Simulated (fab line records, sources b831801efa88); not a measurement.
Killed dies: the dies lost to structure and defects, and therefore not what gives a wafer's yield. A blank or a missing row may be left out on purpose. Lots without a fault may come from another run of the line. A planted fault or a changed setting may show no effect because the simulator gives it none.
A struck lot beside a sound one + flow sky130 + 17 steps out of a route of 708
Sound: wafers L889.1, L889.2, L889.4. Struck: wafers L894.1, L894.2, L894.3. The cause is given at the end.
Order at every step that has rows: each side's tool, ch and its chambers, its first start. Under that, the readings that differ: sound wafers + struck wafers + difference of the means + sigmas: that difference in standard deviations of wafers without a fault.
alike: readings whose means differ by less than 2 such deviations, and words and numbers that are the same on both sides. not compared: withheld readings, readings that some wafer has no value for, bounds like >300 that may hide the same value, and numbers for which the record gives no deviation and whose values overlap.
A row with sigmas, a row that says differs or no value, or rows on one side alone: a step with any of these is where the two part. When numbers do not overlap yet have no deviation, they are printed without sigmas and do not part them. Lack of a reading on every wafer of one side parts them only where that side has two or more wafers.

SKY_VT_ADJUST_HVTP_OVL_MEAS_08:
  sound on overlay-01 at day 8 04:49; struck on overlay-02 at day 9 05:02
  alike: VT_ADJUST_HVTP_OVL
following that, these wafers have no rows for 1 step: SKY_VT_ADJUST_HVTP_IMPLANT_09.
SKY_VT_ADJUST_HVTP_STRIP_10: strips in O2/N2.
  sound on plasmaAsher-04 ch 0,1, day 8 05:00; struck on plasmaAsher-04 ch 0,1, day 9 05:13
| reading                  | sound             | struck            | difference | sigmas |
|--------------------------|-------------------|-------------------|------------|--------|
| stripTimeToEndpointS (s) | 14.23 14.18 14.22 | 14.12 14.09 14.09 | -0.11      | -3     |
  alike: drypumpMotorCurrentA, o2FlowSccm, oesProductAu
  not compared: rfHoursCounterH
SKY_VT_ADJUST_HVTP_TW_MEAS_11:
  sound on filmMetro-03 at day 8 05:06; struck on filmMetro-03 at day 9 05:19
  alike: VT_ADJUST_HVTP_TW
then, 7 steps without rows for these wafers: SKY_VT_ADJUST_LVTN_DEHYDRATE_00 (time 60 s); SKY_VT_ADJUST_LVTN_HMDS_01 (prime time 60 s); SKY_VT_ADJUST_LVTN_COAT_02 (resist thk 3000 nm); SKY_VT_ADJUST_LVTN_SOFTBAKE_03; SKY_VT_ADJUST_LVTN_EXPOSE_04 (exposes mask NWM COMPLEMENT LESS NATIVE, target cd 840 nm); SKY_VT_ADJUST_LVTN_PEB_05; SKY_VT_ADJUST_LVTN_DEVELOP_06 (develop time 60 s).
SKY_VT_ADJUST_LVTN_OVL_MEAS_07:
  sound on overlay-01 at day 9 01:38; struck on overlay-01 at day 10 02:41
  alike: VT_ADJUST_LVTN_OVL
SKY_VT_ADJUST_LVTN_IMPLANT_08:
  sound on implanter-04 ch 0, day 9 01:40; struck on implanter-04 ch 0, day 10 02:43
| reading          | sound                            | struck                           | difference  | sigmas      |
|------------------|----------------------------------|----------------------------------|-------------|-------------|
| doseIonsCm2      | 1.5714e+12 1.5709e+12 1.5727e+12 | 2.7386e+12 2.7347e+12 2.7389e+12 | +1.1657e+12 | +99 or more |
| faradayCurrentUA | 8.82 9.00 9.04                   | 15.51 15.15 15.71                | +6.50       | +41         |
SKY_VT_ADJUST_LVTN_STRIP_09: strips in O2/N2.
  sound on plasmaAsher-02 ch 0,1, day 9 01:49; struck on plasmaAsher-02 ch 0,1, day 10 02:52
  alike: drypumpMotorCurrentA, o2FlowSccm, oesProductAu, stripTimeToEndpointS
  not compared: rfHoursCounterH
SKY_VT_ADJUST_LVTN_TW_MEAS_10:
  sound on filmMetro-01 at day 9 01:55; struck on filmMetro-03 at day 10 02:58
| reading           | sound             | struck            | difference | sigmas |
|-------------------|-------------------|-------------------|------------|--------|
| VT_ADJUST_LVTN_TW | 242.2 241.9 240.5 | 282.5 283.7 282.8 | +41.5      | +24    |
then, 1 step without rows for these wafers: SKY_VT_ADJUST_LVTN_DEHYDRATE_11 (time 60 s).
-- a jump in the record: the struck wafers' starts before and after are 39 days apart (it breaks off in module VT_ADJUST_LVTN and resumes in module PAD_OPEN, where the first step shown is number 708 of the route) --
SKY_PAD_OPEN_PROBE_99:
  sound on prober-01 at day 48 02:27; struck on prober-02 at day 48 16:49
| reading                                  | sound                | struck               | difference | sigmas |
|------------------------------------------|----------------------|----------------------|------------|--------|
| model.etest.nfet_01v8_lvt.driveUaUm      | 559.2 556.6 559.6    | 534.3 528.7 523.6    | -29.6      |        |
| model.etest.nfet_01v8.driveUaUm          | 484.8 490.4 491.7    | 472.6 471.1 460.3    | -21.0      |        |
| model.etest.nfet_01v8_swapped.driveUaUm  | 491.3 486.5 493.8    | 475.8 469.9 462.4    | -21.2      |        |
| model.etest.nfet_01v8_turned.driveUaUm   | 490 491.4 494.5      | 469.5 472 461.8      | -24.2      |        |
| model.etest.nfet_01v8_lvt.vtSatV (V)     | 0.5529 0.55 0.5447   | 0.5858 0.5875 0.5855 | +0.0371    |        |
| model.etest.nfet_01v8_lvt.vtV (V)        | 0.6134 0.619 0.6174  | 0.6418 0.6478 0.6463 | +0.0287    |        |
| model.etest.nfet_01v8.vtSatV (V)         | 0.6629 0.6571 0.6555 | 0.6845 0.6809 0.6837 | +0.0245    |        |
| model.etest.nfet_01v8_swapped.vtSatV (V) | 0.6589 0.6612 0.654  | 0.6835 0.6831 0.6874 | +0.0266    |        |
  alike: killed_at_M0_to_M3, killed_at_M4_up, killedAtContacts, killedAtFrontEnd, killedAtOther, killedDies, killedOpen, killedShort

## WHERE THEY PART
First at SKY_VT_ADJUST_HVTP_STRIP_10; last, within this record, at SKY_VT_ADJUST_LVTN_TW_MEAS_10. Later steps at which nothing parts them and some readings are alike: SKY_PAD_OPEN_PROBE_99.

WHY: the cause the simulator had injected
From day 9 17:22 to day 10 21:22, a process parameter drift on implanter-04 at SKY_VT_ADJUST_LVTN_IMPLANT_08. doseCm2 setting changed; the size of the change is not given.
